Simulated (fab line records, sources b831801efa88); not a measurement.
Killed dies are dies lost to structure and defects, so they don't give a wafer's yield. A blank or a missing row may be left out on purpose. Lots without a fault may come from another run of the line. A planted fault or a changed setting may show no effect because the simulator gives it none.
fab line records | flow sky130
record lots=24 wafers=72 last_day=50
route steps=708 shown VIA1@471 VIA2@508 METAL3@563 VIA3@575 VIA4@656
lots that met no fault: from a run of the same line without faults
start_h: hours from the record's first day to the start of the lot's first wafer shown | wait_h: hours since the lot's step before | " the same as in the row above | L1.1+2: a row that stands for several wafers | - no value, or no start given | * or withheld: withheld | < > ~ a bound
route shown NAME@n: a module of which the file shows steps, and the number in the route of the first | usual: mean/standard deviation of fault-free wafers | same: alike in all rows | chamber/n: place in a boat | sites: the reading at each site | _std_site: their standard deviation | _edge_site: outer sites' mean less inner sites' | radius_mm: how far each site lies from the wafer's centre | mask NAME#n: copy n | behind: the tool/chamber that last shaped the wafer | hold: why the lot was held/for how many hours/how that ended | device: the transistor (n, p or np) that didn't switch | end of line: the same wafers' tests at the end of the route | a step without rows: its recipe alone | killed: dies lost to structure and defects at the first sort, not the wafer's yield | map: a wafer's dies, x killed, . not, _ none there
set.NAME: the setting as run; set.NAME@STEP: as run at that earlier step | model.NAME: the simulator's own value behind a step, which no gauge read
steps of the route over a sample of lots; a table a step, a row a wafer
services: from which hour (start_h, from the record's first day; less than 0 if before it) a tool's chamber was out of use, for how many hours, and why
## steps
# step SKY_VIA1_OVL_MEAS_13
# usual VIA1_OVL=3/4.6
# columns lot.wafer tool chamber start_h wait_h VIA1_OVL[nm]
L074.2 overlay-02 - 793.52 0.1 -2
L074.4 " - " " -3
L074.5 " - " " 1
L075.1 overlay-02 - 803.76 0.1 0
L075.2 " - " " 3
L075.4 " - " " 1
L076.1 overlay-02 - 811.01 0.1 2
L076.2 " - " " 1
L076.5 " - " " 6
L077.1 overlay-02 - 812.76 0.1 12
L077.3 " - " " 5
L077.4 " - " " 5
L078.1 overlay-01 - 822.71 0.1 11
L078.3 " - " " 6
L078.6 " - " " 5
L079.1 overlay-01 - 832.21 0.1 7
L079.3 " - " " 3
L079.6 " - " " 10
L080.1 overlay-01 - 842.71 0.1 5
L080.3 " - " " 0
L080.5 " - " " -1
L081.1 overlay-01 - 846.55 0.1 -1
L081.5 " - " " -1
L081.6 " - " " 1
L082.1 overlay-02 - 861.90 0.1 -2
L082.4 " - " " 1
L082.6 " - " " 3
L083.1 overlay-01 - 870.16 0.1 -2
L083.4 " - " " 2
L083.5 " - " " 5
L084.2 overlay-02 - 879.17 0.1 2
L084.3 " - " " 7
L084.5 " - " " 3
L085.1 overlay-02 - 890.80 0.1 -6
L085.2 " - " " -7
L085.3 " - " " -8
L086.1 overlay-01 - 894.98 0.1 2
L086.3 " - " " 4
L086.4 " - " " -2
L087.2 overlay-01 - 896.97 0.1 -8
L087.4 " - " " -9
L087.5 " - " " -5
L088.1 overlay-01 - 898.96 0.1 2
L088.2 " - " " -2
L088.4 " - " " 4
L089.1 overlay-01 - 909.65 0.1 0
L089.2 " - " " 3
L089.3 " - " " 3
L090.2 overlay-02 - 918.41 0.1 -1
L090.5 " - " " 1
L090.6 " - " " -2
L091.2 overlay-02 - 931.38 0.1 3
L091.4 " - " " 4
L091.6 " - " " -2
L092.1 overlay-01 - 932.51 0.1 3
L092.4 " - " " 4
L092.5 " - " " 5
L093.3 overlay-02 - 936.37 0.1 0
L093.4 " - " " 10
L093.6 " - " " 13
L094.1 overlay-01 - 938.71 0.1 2
L094.3 " - " " 9
L094.4 " - " " 8
L095.2 overlay-01 - 949.01 0.1 9
L095.3 " - " " 7
L095.6 " - " " 1
L096.2 overlay-02 - 952.77 0.1 14
L096.4 " - " " 7
L096.6 " - " " 11
L097.1 overlay-01 - 967.96 0.1 2
L097.3 " - " " 7
L097.4 " - " " 8
# step SKY_VIA2_THK_MEAS_01
# recipe reads=SiO2_of_VIA2_HDPCVD_00
# usual VIA2_HDPCVD_THK=1180/11
# columns lot.wafer tool chamber start_h wait_h VIA2_HDPCVD_THK[nm]
L074.2 film_metro-01 - 822.61 0.1 1185
L074.4 " - " " 1187
L074.5 " - " " 1192
L075.1 film_metro-02 - 832.74 0.1 1162
L075.2 " - " " 1167
L075.4 " - " " 1162
L076.1 film_metro-02 - 840.00 0.1 1176
L076.2 " - " " 1181
L076.5 " - " " 1182
L077.1 film_metro-04 - 842.00 0.1 1175
L077.3 " - " " 1165
L077.4 " - " " 1185
L078.1 film_metro-02 - 851.94 0.1 1185
L078.3 " - " " 1175
L078.6 " - " " 1173
L079.1 film_metro-01 - 860.65 0.1 1160
L079.3 " - " " 1161
L079.6 " - " " 1164
L080.1 film_metro-04 - 870.79 0.1 1161
L080.3 " - " " 1183
L080.5 " - " " 1198
L081.1 film_metro-01 - 875.49 0.1 1193
L081.5 " - " " 1207
L081.6 " - " " 1188
L082.1 film_metro-01 - 890.05 0.1 1193
L082.4 " - " " 1194
L082.6 " - " " 1177
L083.1 film_metro-04 - 898.00 0.1 1183
L083.4 " - " " 1172
L083.5 " - " " 1173
L084.2 film_metro-04 - 907.10 0.1 1185
L084.3 " - " " 1190
L084.5 " - " " 1184
L085.1 film_metro-02 - 919.47 0.1 1173
L085.2 " - " " 1174
L085.3 " - " " 1186
L086.1 film_metro-02 - 923.68 0.1 1180
L086.3 " - " " 1176
L086.4 " - " " 1169
L087.2 film_metro-02 - 925.16 0.1 1168
L087.4 " - " " 1168
L087.5 " - " " 1174
L088.1 film_metro-01 - 926.97 0.1 1187
L088.2 " - " " 1187
L088.4 " - " " 1174
L089.1 film_metro-01 - 936.29 0.1 1182
L089.2 " - " " 1189
L089.3 " - " " 1188
L090.2 film_metro-01 - 945.41 0.1 1183
L090.5 " - " " 1172
L090.6 " - " " 1170
L091.2 film_metro-02 - 958.41 0.1 1189
L091.4 " - " " 1196
L091.6 " - " " 1173
L092.1 film_metro-01 - 960.49 0.1 1170
L092.4 " - " " 1184
L092.5 " - " " 1179
L093.3 film_metro-02 - 962.31 0.1 1192
L093.4 " - " " 1192
L093.6 " - " " 1198
L094.1 film_metro-01 - 964.76 0.1 1188
L094.3 " - " " 1172
L094.4 " - " " 1185
L095.2 film_metro-02 - 976.80 0.1 1186
L095.3 " - " " 1185
L095.6 " - " " 1191
L096.2 film_metro-01 - 980.10 0.1 1186
L096.4 " - " " 1204
L096.6 " - " " 1176
L097.1 film_metro-01 - 995.09 0.1 1192
L097.3 " - " " 1202
L097.4 " - " " 1200
# step SKY_METAL3_CD_MEAS_13
# recipe target_cd_nm=300
# usual cd_nm=300.4/1.4
# columns lot.wafer tool chamber start_h wait_h cd_nm
L074.2 cd_sem-01 - 901.41 - 298.8
L074.4 " - " " 297.4
L074.5 " - " " 299.0
L075.1 cd_sem-01 - 913.58 - 300.4
L075.2 " - " " 300.5
L075.4 " - " " 301.8
L076.1 cd_sem-01 - 920.14 - 299.7
L076.2 " - " " 300.3
L076.5 " - " " 300.3
L077.1 cd_sem-02 - 921.89 - 301.8
L077.3 " - " " 301.3
L077.4 " - " " 301.1
L078.1 cd_sem-01 - 931.20 - 300.0
L078.3 " - " " 300.8
L078.6 " - " " 301.3
L079.1 cd_sem-02 - 939.59 - 302.6
L079.3 " - " " 301.4
L079.6 " - " " 301.2
L080.1 cd_sem-01 - 948.25 - 301.8
L080.3 " - " " 299.0
L080.5 " - " " 301.2
L081.1 cd_sem-02 - 952.78 - 300.9
L081.5 " - " " 301.9
L081.6 " - " " 301.7
L082.1 cd_sem-02 - 968.19 - 301.9
L082.4 " - " " 301.2
L082.6 " - " " 302.9
L083.1 cd_sem-02 - 975.54 - 300.2
L083.4 " - " " 301.0
L083.5 " - " " 301.3
L084.2 cd_sem-01 - 983.12 - 299.9
L084.3 " - " " 299.1
L084.5 " - " " 299.7
L085.1 cd_sem-01 - 995.00 - 300.5
L085.2 " - " " 300.8
L085.3 " - " " 301.4
L086.1 cd_sem-01 - 1000.28 - 302.5
L086.3 " - " " 302.8
L086.4 " - " " 301.6
L087.2 cd_sem-02 - 1000.51 - 299.7
L087.4 " - " " 300.5
L087.5 " - " " 299.7
L088.1 cd_sem-02 - 1002.61 - 298.8
L088.2 " - " " 299.3
L088.4 " - " " 298.7
L089.1 cd_sem-01 - 1010.78 - 297.8
L089.2 " - " " 298.6
L089.3 " - " " 298.0
L090.2 cd_sem-01 - 1019.22 - 302.1
L090.5 " - " " 300.8
L090.6 " - " " 302.4
L091.2 cd_sem-01 - 1033.56 - 298.2
L091.4 " - " " 297.3
L091.6 " - " " 298.1
L092.1 cd_sem-02 - 1033.89 - 300.2
L092.4 " - " " 301.3
L092.5 " - " " 301.8
L093.3 cd_sem-02 - 1034.28 - 301.7
L093.4 " - " " 301.6
L093.6 " - " " 302.7
L094.1 cd_sem-01 - 1035.60 - 300.4
L094.3 " - " " 300.2
L094.4 " - " " 299.7
L095.2 cd_sem-01 - 1049.30 - 301.1
L095.3 " - " " 300.4
L095.6 " - " " 301.8
L096.2 cd_sem-01 - 1051.21 - 300.0
L096.4 " - " " 299.4
L096.6 " - " " 299.7
L097.1 cd_sem-01 - 1065.32 - 301.3
L097.3 " - " " 300.8
L097.4 " - " " 301.8
# step SKY_VIA3_CMP_02
# recipe material=SiO2 down_force_psi=4 platen_rpm=60 pad_velocity_m_s=0.94248
# usual motor_current_A=12.8/1.3
# columns lot.wafer tool chamber start_h wait_h motor_current_A
L074.4 cmp-01 3 902.97 0.1 12.8
L074.2 " 1 " " 12.5
L074.5 " 2 " " 15.1
L075.1 cmp-01 3 914.96 0.1 13.5
L075.4 " 0 " " 11.4
L075.2 " 2 " " 14.6
L076.1 cmp-02 3 921.44 0.1 12.0
L076.2 " 0 " " 11.0
L076.5 " 3 " " 12.1
L077.1 cmp-02 1 923.55 0.1 13.0
L077.3 " 3 " " 11.3
L077.4 " 0 " " 11.3
L078.1 cmp-01 3 932.77 0.3 13.6
L078.3 " 1 " " 12.3
L078.6 " 2 " " 15.9
L079.1 cmp-01 1 941.45 0.3 12.2
L079.3 " 3 " " 13.4
L079.6 " 2 " " 15.0
L080.3 cmp-01 0 949.97 0.4 11.5
L080.1 " 1 " " 12.3
L080.5 " 3 " " 12.4
L081.1 cmp-01 0 954.47 0.4 11.4
L081.5 " 3 " " 13.2
L081.6 " 0 " " 11.5
L082.4 cmp-02 0 969.50 0.0 11.3
L082.1 " 1 " " 13.8
L082.6 " 0 " " 10.6
L083.1 cmp-02 0 977.15 0.2 10.6
L083.4 " 2 " " 13.3
L083.5 " 0 " " 10.7
L084.2 cmp-02 0 984.44 0.0 10.6
L084.3 " 2 " " 12.0
L084.5 " 1 " " 13.0
L085.1 cmp-02 1 996.37 0.1 13.7
L085.2 " 2 " " 12.3
L085.3 " 3 " " 12.9
L086.4 cmp-01 2 1002.17 0.3 15.1
L086.3 " 0 " " 12.0
L086.1 " 1 " " 11.2
L087.2 cmp-01 1 1002.47 0.5 12.5
L087.4 " 2 " " 15.3
L087.5 " 2 " " 14.4
L088.1 cmp-01 0 1004.32 0.4 11.9
L088.4 " 1 " " 12.4
L088.2 " 2 " " 15.6
L089.2 cmp-02 1 1012.09 0.0 13.0
L089.1 " 2 " " 12.3
L089.3 " 3 " " 11.4
L090.2 cmp-01 3 1020.68 0.1 12.6
L090.5 " 2 " " 15.0
L090.6 " 3 " " 13.0
L091.2 cmp-01 0 1034.93 0.1 12.0
L091.4 " 2 " " 14.7
L091.6 " 3 " " 13.3
L092.4 cmp-02 2 1035.19 0.0 13.0
L092.1 " 0 " " 10.6
L092.5 " 2 " " 12.4
L093.3 cmp-01 2 1035.55 0.0 15.0
L093.4 " 3 " " 13.4
L093.6 " 2 " " 14.7
L094.4 cmp-01 0 1036.95 0.1 11.8
L094.1 " 1 " " 12.8
L094.3 " 2 " " 14.3
L095.3 cmp-02 1 1050.67 0.0 14.1
L095.2 " 2 " " 12.5
L095.6 " 2 " " 12.4
L096.4 cmp-01 2 1052.68 0.1 14.7
L096.2 " 3 " " 13.0
L096.6 " 1 " " 11.9
L097.4 cmp-01 1 1066.64 0.0 12.2
L097.3 " 2 " " 15.0
L097.1 " 0 " " 11.8
# step SKY_VIA4_SPUTTER_17
# recipe material=TiN target_thk_nm=20 chamber_pressure_pa=5 power_w=4000 time_s=80
# usual throttle_valve_pct=29.9/1.1
# same time_s=80
# columns lot.wafer tool chamber start_h wait_h throttle_valve_pct
L074.2 pvd_sputter-01 - 1005.70 0.0 28.4
L074.4 " - " " 29.3
L074.5 " - " " 30.7
L075.1 pvd_sputter-04 - 1014.54 0.0 29.4
L075.2 " - " " 31.1
L075.4 " - " " 30.4
L076.1 pvd_sputter-01 - 1023.44 0.0 28.2
L076.2 " - " " 29.2
L076.5 " - " " 30.6
L077.1 pvd_sputter-02 - 1025.24 0.0 31.4
L077.3 " - " " 29.0
L077.4 " - " " 31.1
L078.1 pvd_sputter-01 - 1032.64 0.0 28.3
L078.3 " - " " 30.9
L078.6 " - " " 29.2
L079.1 pvd_sputter-01 - 1038.68 0.0 30.5
L079.3 " - " " 29.2
L079.6 " - " " 28.3
L080.1 pvd_sputter-01 - 1048.23 0.0 28.6
L080.3 " - " " 30.9
L080.5 " - " " 30.4
L081.1 pvd_sputter-02 - 1053.10 0.0 31.8
L081.5 " - " " 28.8
L081.6 " - " " 31.0
L082.1 pvd_sputter-02 - 1066.51 0.0 31.5
L082.4 " - " " 29.1
L082.6 " - " " 31.8
L083.1 pvd_sputter-02 - 1072.65 0.0 30.3
L083.4 " - " " 31.5
L083.5 " - " " 31.2
L084.2 pvd_sputter-01 - 1078.73 0.0 29.2
L084.3 " - " " 30.8
L084.5 " - " " 28.4
L085.1 pvd_sputter-02 - 1090.44 0.0 28.9
L085.2 " - " " 30.4
L085.3 " - " " 31.4
L086.1 pvd_sputter-01 - 1094.64 0.0 29.1
L086.3 " - " " 30.6
L086.4 " - " " 28.5
L087.2 pvd_sputter-04 - 1095.93 0.0 30.5
L087.4 " - " " 29.1
L087.5 " - " " 29.3
L088.1 pvd_sputter-04 - 1096.84 0.0 31.1
L088.2 " - " " 30.8
L088.4 " - " " 29.2
L089.1 pvd_sputter-02 - 1103.84 0.0 28.8
L089.2 " - " " 31.1
L089.3 " - " " 30.5
L090.2 pvd_sputter-01 - 1110.06 0.0 28.9
L090.5 " - " " 28.5
L090.6 " - " " 29.3
L091.2 pvd_sputter-01 - 1123.50 0.0 30.5
L091.4 " - " " 28.6
L091.6 " - " " 28.8
L092.1 pvd_sputter-02 - 1124.19 0.0 31.8
L092.4 " - " " 31.8
L092.5 " - " " 30.2
L093.3 pvd_sputter-02 - 1124.45 0.0 31.6
L093.4 " - " " 31.0
L093.6 " - " " 31.7
L094.1 pvd_sputter-04 - 1125.93 0.0 29.1
L094.3 " - " " 31.0
L094.4 " - " " 29.7
L095.2 pvd_sputter-01 - 1138.65 0.0 30.8
L095.3 " - " " 28.4
L095.6 " - " " 30.7
L096.2 pvd_sputter-01 - 1139.96 0.0 28.6
L096.4 " - " " 30.7
L096.6 " - " " 29.4
L097.1 pvd_sputter-04 - 1150.19 0.0 29.1
L097.3 " - " " 29.4
L097.4 " - " " 30.3
# step SKY_VIA4_RS_MEAS_19
# recipe thk_meas_gauge=four-point-probe reads=W_of_VIA4_CVD_18+TiN_of_VIA4_SPUTTER_17
# usual VIA4_W_RS=0.2262/0.0024
# columns lot.wafer tool chamber start_h wait_h VIA4_W_RS[ohm/sq]
L074.2 film_metro-02 - 1005.93 0.1 0.2264
L074.4 " - " " 0.2261
L074.5 " - " " 0.2253
L075.1 film_metro-04 - 1014.75 0.1 0.2279
L075.2 " - " " 0.2283
L075.4 " - " " 0.2265
L076.1 film_metro-04 - 1023.65 0.1 0.2242
L076.2 " - " " 0.2265
L076.5 " - " " 0.2250
L077.1 film_metro-02 - 1025.45 0.1 0.2271
L077.3 " - " " 0.2269
L077.4 " - " " 0.2246
L078.1 film_metro-01 - 1032.85 0.1 0.2271
L078.3 " - " " 0.2274
L078.6 " - " " 0.2269
L079.1 film_metro-04 - 1038.90 0.1 0.2275
L079.3 " - " " 0.2258
L079.6 " - " " 0.2282
L080.1 film_metro-04 - 1048.45 0.1 0.2281
L080.3 " - " " 0.2251
L080.5 " - " " 0.2266
L081.1 film_metro-04 - 1053.31 0.1 0.2289
L081.5 " - " " 0.2295
L081.6 " - " " 0.2279
L082.1 film_metro-04 - 1066.72 0.1 0.2229
L082.4 " - " " 0.2276
L082.6 " - " " 0.2250
L083.1 film_metro-04 - 1072.86 0.1 0.2319
L083.4 " - " " 0.2285
L083.5 " - " " 0.2314
L084.2 film_metro-04 - 1078.96 0.1 0.2233
L084.3 " - " " 0.2227
L084.5 " - " " 0.2250
L085.1 film_metro-04 - 1090.65 0.1 0.2259
L085.2 " - " " 0.2232
L085.3 " - " " 0.2265
L086.1 film_metro-02 - 1094.86 0.1 0.2305
L086.3 " - " " 0.2300
L086.4 " - " " 0.2301
L087.2 film_metro-04 - 1096.17 0.1 0.2274
L087.4 " - " " 0.2252
L087.5 " - " " 0.2268
L088.1 film_metro-04 - 1097.06 0.1 0.2269
L088.2 " - " " 0.2264
L088.4 " - " " 0.2266
L089.1 film_metro-04 - 1104.06 0.1 0.2291
L089.2 " - " " 0.2269
L089.3 " - " " 0.2253
L090.2 film_metro-01 - 1110.30 0.1 0.2228
L090.5 " - " " 0.2258
L090.6 " - " " 0.2276
L091.2 film_metro-01 - 1123.73 0.1 0.2241
L091.4 " - " " 0.2257
L091.6 " - " " 0.2245
L092.1 film_metro-01 - 1124.40 0.1 0.2283
L092.4 " - " " 0.2261
L092.5 " - " " 0.2250
L093.3 film_metro-02 - 1124.70 0.1 0.2244
L093.4 " - " " 0.2275
L093.6 " - " " 0.2229
L094.1 film_metro-01 - 1126.15 0.1 0.2225
L094.3 " - " " 0.2211
L094.4 " - " " 0.2237
L095.2 film_metro-04 - 1138.88 0.1 0.2203
L095.3 " - " " 0.2283
L095.6 " - " " 0.2207
L096.2 film_metro-01 - 1140.19 0.1 0.2279
L096.4 " - " " 0.2276
L096.6 " - " " 0.2276
L097.1 film_metro-02 - 1150.40 0.1 0.2237
L097.3 " - " " 0.2268
L097.4 " - " " 0.2253
## services
# columns tool chamber start_h hours kind
cmp-02 - 900.05 3.6 repair
cmp-02 - 912.00 4.0 pm
cmp-02 - 916.00 - consumable_replace:conditioner
cmp-02 - 916.00 - consumable_replace:pad
pvd_sputter-04 - 932.89 11.4 repair
cmp-02 - 935.29 26.3 pm
pvd_sputter-04 - 949.14 3.7 repair
pvd_sputter-02 - 952.40 1.0 repair
cmp-01 - 957.46 1.4 repair
cmp-01 - 964.94 14.4 pm
cmp-02 - 991.96 1.7 repair
cmp-01 - 993.67 7.0 pm
pvd_sputter-01 - 1035.01 0.6 repair
cmp-01 - 1047.38 3.3 repair
pvd_sputter-01 1 1056.37 - consumable_replace:kit
pvd_sputter-01 1 1056.37 18.0 scheduled_down
pvd_sputter-01 1 1056.37 18.0 vent_cycle
cmp-01 - 1060.56 1.1 repair
pvd_sputter-01 - 1070.61 1.1 repair
cmp-01 - 1084.00 4.0 pm
cmp-01 - 1088.00 - consumable_replace:conditioner
cmp-01 - 1088.00 - consumable_replace:pad
pvd_sputter-01 - 1105.64 2.1 repair
cmp-02 - 1133.05 1.6 repair
## key
fault none
